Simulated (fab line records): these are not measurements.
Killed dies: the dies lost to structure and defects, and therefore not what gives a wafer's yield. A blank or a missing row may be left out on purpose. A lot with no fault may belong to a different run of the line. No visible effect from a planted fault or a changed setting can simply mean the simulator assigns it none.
2 desks, one fault + flow sky130 + what lay behind the numbers comes last; until then each desk has only its own

FROM THE METROLOGY DESK
Lot by lot, what the gauges showed, no matter which tool ran the lot: averages of those sampled wafers that carry a number. A lot is out of limits, marked OUT, if its mean lies more than 4 standard deviations from the usual mean; the brackets give that distance.
Columns: A = cd-nm at SKY_POLY_GATE_CD_MEAS_13, usual 149.9 nm
| lot  | first seen here | A     |
|------|-----------------|-------|
| L963 | day 16 20:34    | 149.9 |
| L964 | day 16 20:50    | 150.0 |
| L967 | day 18 03:04    | 151.4 |
| L966 | day 18 04:04    | 151.0 |
| L968 | day 19 17:33    | 147.8 |
| L970 | day 20 18:04    | 149.6 |
| L978 | day 22 13:04    | 153.2 |
| L982 | day 23 19:10    | 151.5 |
| L983 | day 24 04:04    | 149.5 |
| L984 | day 24 10:32    | 147.0 |
| L985 | day 24 11:39    | 148.3 |
This desk found nothing out of limits on any of the 11 lots.

THE TOOL OWNER'S DESK: rie-metal-03
The tool's own readings at SKY_METAL2_METAL_ETCH_19 (etches the open film in Cl2/BCl3, stops on SiO2, target depth 360 nm, time 78 s): means of the sampled wafers that have a number, for each lot that ran on this tool. A lot is out of limits, marked OUT, if its mean lies more than 4 standard deviations from the usual mean; the brackets give that distance.
Columns: A = drypump-motor-current-A at SKY_METAL2_METAL_ETCH_19, usual 5.7 A; B = mfc-cl2-sccm at SKY_METAL2_METAL_ETCH_19, usual 60.01 sccm; C = oes-product-au at SKY_METAL2_METAL_ETCH_19, usual 0.853 a.u.; D = throttle-valve-pct at SKY_METAL2_METAL_ETCH_19, usual 22.265 %
| lot  | first seen here | A   | B     | C     | D      |
|------|-----------------|-----|-------|-------|--------|
| L963 | day 35 17:20    | 5.8 | 60.14 | 0.857 | 22.263 |
| L964 | day 35 19:31    | 5.8 | 60.15 | 0.853 | 22.272 |
| L982 | day 41 09:44    | 5.8 | 59.77 | 0.853 | 22.268 |
| L983 | day 41 17:29    | 5.7 | 59.92 | 0.841 | 22.262 |
This desk found nothing out of limits on any of the 4 lots.

ALL TOGETHER
At the metrology desk, nothing out of limits was observed.
The desk of the tool owner found nothing out of limits.

WHAT THE SIMULATOR PUT IN
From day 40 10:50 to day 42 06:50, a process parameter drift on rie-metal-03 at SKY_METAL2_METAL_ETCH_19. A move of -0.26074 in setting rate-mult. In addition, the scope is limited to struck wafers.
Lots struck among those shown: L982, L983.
